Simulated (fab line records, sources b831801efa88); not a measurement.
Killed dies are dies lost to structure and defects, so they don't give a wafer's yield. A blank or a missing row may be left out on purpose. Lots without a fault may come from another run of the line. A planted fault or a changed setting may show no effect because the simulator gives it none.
Which tool did it? | flow sky130 | 11 lots, 33 wafers sampled, at 4 steps of a route of 708

WHAT THE GAUGES READ, wafer by wafer
SKY_VIA2_OVL_MEAS_13. Usual: VIA2_OVL 4 nm, standard deviation 5.7.
lot  | measured     | on         | VIA2_OVL (nm) | flag
L565 | day 37 11:29 | overlay-02 | 5 5 5         |
L566 | day 38 00:25 | overlay-02 | 2 -1 -6       |
L567 | day 38 02:04 | overlay-02 | 3 -3 -6       |
L574 | day 40 12:34 | overlay-02 | 6 6 6         |
L576 | day 41 07:47 | overlay-01 | -1 -4 -1      |
L577 | day 41 10:46 | overlay-01 | 5 4 12        |
L578 | day 41 18:16 | overlay-02 | 5 7 6         |
L579 | day 41 23:01 | overlay-01 | 10 14 12      |
L583 | day 42 19:55 | overlay-02 | 7 8 11        |
L584 | day 42 23:43 | overlay-02 | 6 1 0         |
L585 | day 43 15:13 | overlay-02 | 12 8 17       |

SKY_VIA2_RS_MEAS_22: measures by four-point-probe. Usual: VIA2_W_RS 0.2733 ohm/sq, standard deviation 0.0027.
lot  | measured     | on            | VIA2_W_RS (ohm/sq)   | flag
L565 | day 37 12:31 | film_metro-02 | 0.2728 0.2737 0.2752 |
L566 | day 38 01:23 | film_metro-03 | 0.2738 0.2762 0.2780 |
L567 | day 38 03:12 | film_metro-01 | 0.2744 0.2786 0.2789 |
L574 | day 40 13:31 | film_metro-02 | 0.2698 0.2727 0.2714 |
L576 | day 41 08:44 | film_metro-03 | 58.232 58.148 60.585 | OFF
L577 | day 41 11:45 | film_metro-02 | 61.929 59.538 58.217 | OFF
L578 | day 41 19:20 | film_metro-03 | 60.661 59.054 58.443 | OFF
L579 | day 42 00:05 | film_metro-03 | 0.2762 0.2757 0.2736 |
L583 | day 42 21:02 | film_metro-03 | 0.2750 0.2734 0.2706 |
L584 | day 43 00:39 | film_metro-02 | 0.2712 0.2654 0.2701 |
L585 | day 43 16:10 | film_metro-03 | 0.2738 0.2733 0.2780 |

SKY_VIA2_THK_MEAS_23: measures by xrf. Usual: VIA2_W_THK 427 nm, standard deviation 5.
lot  | measured     | on            | VIA2_W_THK (nm) | flag
L565 | day 37 12:37 | film_metro-02 | 430 428 427     |
L566 | day 38 01:30 | film_metro-03 | 428 421 415     |
L567 | day 38 03:19 | film_metro-01 | 423 419 416     |
L574 | day 40 13:38 | film_metro-02 | 431 427 430     |
L576 | day 41 08:50 | film_metro-03 | - <0 -          | OFF
L577 | day 41 11:51 | film_metro-02 | <0 <0 -         | OFF
L578 | day 41 19:27 | film_metro-03 | - - <0          | OFF
L579 | day 42 00:11 | film_metro-03 | 426 426 428     |
L583 | day 42 21:08 | film_metro-03 | 424 426 435     |
L584 | day 43 00:46 | film_metro-02 | 429 436 432     |
L585 | day 43 16:16 | film_metro-03 | 432 429 423     |

WHICH TOOL RAN EACH LOT (tool, then ch and the chambers of the sampled wafers, then the start)
lot  | SKY_VIA2_CVD_21
L565 | cvd_w-02 ch 0,1, day 37 12:23
L566 | cvd_w-02 ch 0,1, day 38 01:15
L567 | cvd_w-02 ch 0,1, day 38 03:04
L574 | cvd_w-01 ch 0,1, day 40 13:22
L576 | cvd_w-02 ch 0,1, day 41 08:37
L577 | cvd_w-01 ch 0,1, day 41 11:37
L578 | cvd_w-02 ch 1, day 41 19:06
L579 | cvd_w-02 ch 1, day 41 23:50
L583 | cvd_w-01 ch 0,1, day 42 20:53
L584 | cvd_w-01 ch 0,1, day 43 00:31
L585 | cvd_w-02 ch 0,1, day 43 16:02
- SKY_VIA2_CVD_21: deposits W, target thk 420 nm, time 126.4 s.

WHAT THE TOOLS THEMSELVES READ (means of the sampled wafers that have a number; where no wafer has one, the mark that the record gives instead)
SKY_VIA2_CVD_21. Usual: chamber_pressure_Torr 40.00 Torr, standard deviation 0.086; heater_power_outer_w 571 W, standard deviation 50; heater_power_w 936 W, standard deviation 120.
lot  | tool     | chamber_pressure_Torr (Torr) | heater_power_outer_w (W) | heater_power_w (W) | flag
L565 | cvd_w-02 | 39.90                        | 627                      | 1038               |
L566 | cvd_w-02 | 40.05                        | 620                      | 1047               |
L567 | cvd_w-02 | 40.04                        | 581                      | 973                |
L574 | cvd_w-01 | 40.00                        | 525                      | 807                |
L576 | cvd_w-02 | -                            | -                        | -                  | OFF
L577 | cvd_w-01 | -                            | -                        | -                  | OFF
L578 | cvd_w-02 | -                            | -                        | -                  | OFF
L579 | cvd_w-02 | 40.02                        | 559                      | 947                |
L583 | cvd_w-01 | 39.91                        | 536                      | 839                |
L584 | cvd_w-01 | 39.98                        | 528                      | 799                |
L585 | cvd_w-02 | 40.05                        | 594                      | 1007               |

THE ANSWER, worked out from the rows above alone
Rule: a lot is off if the mean of its wafers that have a number lies more than 3 standard deviations from the usual mean. A lot without any number at a reading at which 4 lots or more have one is off too. The other lots that the step has rows for count as sound. The gauges are gone through in route order, then the tools' own readings, and for those a lot's mean is taken as printed above. The first step at which some lot is off is used, and at that step the reading that is off furthest; a lot without a number counts as furthest.
Off: L576, L577, L578, at SKY_VIA2_RS_MEAS_22 (VIA2_W_RS).
A tool fits if, at a process step before that reading, it ran every lot that is off, and no sound lot after the first of them. The gauges at SKY_VIA2_RS_MEAS_22 aren't tried: what is off there is off at SKY_VIA2_CVD_21 too, on other tools, and a gauge's error can't cause that. None of those tried fits.

WHAT THE SIMULATOR HAD PUT IN
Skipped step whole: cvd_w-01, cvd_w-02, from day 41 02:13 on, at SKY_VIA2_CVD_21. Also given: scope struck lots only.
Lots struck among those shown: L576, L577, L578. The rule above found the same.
